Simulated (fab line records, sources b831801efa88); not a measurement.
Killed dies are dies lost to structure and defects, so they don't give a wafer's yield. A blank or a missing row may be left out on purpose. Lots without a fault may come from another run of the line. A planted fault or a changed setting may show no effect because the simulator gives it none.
Problem report in the 8D (eight disciplines) form, filled by code | flow gf180mcu | the parts of the form that need people (team, actions taken, sign-off) are left out

1. THE PROBLEM
strip_time_to_endpoint_s at GF_STI_STRIP_15 reads a mean of 3.46 s on 2 wafers of 1 lot; wafers without a fault read 3.72 s with a standard deviation of 0.052. That is -4.9 standard deviations from the usual mean.
The step: strips in O2/N2.
First seen on wafer L511.1, day 6 02:59, on plasma_asher-02. The record holds 36 wafers of 12 lots with a number at this step. Rule for "out", or "out of limits": more than 4 standard deviations from the usual mean. The other wafers with a number count as sound.

2. WHAT IT IS AND WHAT IT IS NOT
question                    | is                       | is not
which readings at this step | strip_time_to_endpoint_s | drypump_motor_current_A, heater_power_w
which lots                  | L511                     | L492, L494, L496, L498, L503, L504, L505, L506, L507, L513, L515
which wafers of those lots  | L511.1, L511.6           | L511.2
read on which tools         | plasma_asher-02          | plasma_asher-03, plasma_asher-04
when                        | from day 6 02:59         | up to then (28 sound wafers); but 6 sound wafers of L513, L515 came after

3. SUSPECTS, AND WHAT RULES EACH OUT
Counting: a tool at a process step up to the reading stays a suspect if it ran every lot that is out. Sound lots after the first of them don't rule it out here, since some wafers of a struck lot are sound.
- rie_diel-01 at GF_STI_ETCH_13 (etches the open film in CHF3/O2, stops on Si, target depth 282.31 nm, time 112.9 s): kept. It ran the lot that is out, L511 (day 6 02:50); its last sound lot up to then is L506 (day 5 01:20).
- plasma_asher-02 at GF_STI_STRIP_15 (strips in O2/N2): kept. It ran the lot that is out, L511 (day 6 02:59); its last sound lot up to then is L507 (day 5 07:10). Its own readings are out on those wafers: strip_time_to_endpoint_s.
- Within rie_diel-01 at GF_STI_ETCH_13: the wafers that are out ran in chamber 0; their sound lot-mates ran in chamber 1.
- Within plasma_asher-02 at GF_STI_STRIP_15: the wafers that are out ran in chamber 1; their sound lot-mates ran in chamber 0.
Left after counting: rie_diel-01 at GF_STI_ETCH_13, plasma_asher-02 at GF_STI_STRIP_15.

4. THE CAUSE (what the simulator had put in)
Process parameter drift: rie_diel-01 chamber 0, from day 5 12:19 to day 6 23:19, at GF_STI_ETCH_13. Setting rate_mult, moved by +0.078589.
Counting left 2 suspects, and this tool is among them.

5. THE CHAIN OF EFFECTS, in route order
Each row: a reading whose mean over the struck wafers that have a number lies more than 3 standard deviations from the usual. Only readings for which the record gives a usual standard deviation are gone through. hours: the time from each lot's start at the first step in this table that gives one to its start at this step, as a median over the lots. sigmas: the change in usual standard deviations.
hours | step            | reading                  | usual  | on struck wafers | change | sigmas
0     | GF_STI_STRIP_15 | strip_time_to_endpoint_s | 3.72 s | 3.46             | -0.26  | -4.9
The process steps in it:
- GF_STI_STRIP_15: strips in O2/N2.
Later measuring or inspecting steps at which every struck wafer that the step has a row for has a number for every such reading, and none has moved that far: GF_M3_CD_MEAS_14.

6. WHAT WOULD HAVE CAUGHT IT SOONER
In this record the first reading out of limits was taken at day 6 02:59, 15 hours after the fault began at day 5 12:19.
Of the tool readings at GF_STI_ETCH_13 for which the record gives a usual standard deviation, none was out on any struck wafer, so an alarm limit of 4 standard deviations on them would not have fired.
All the lots that are out (1) had begun GF_STI_ETCH_13 on rie_diel-01 by day 6 02:59. A hold on the tool at that time would have spared none of them.
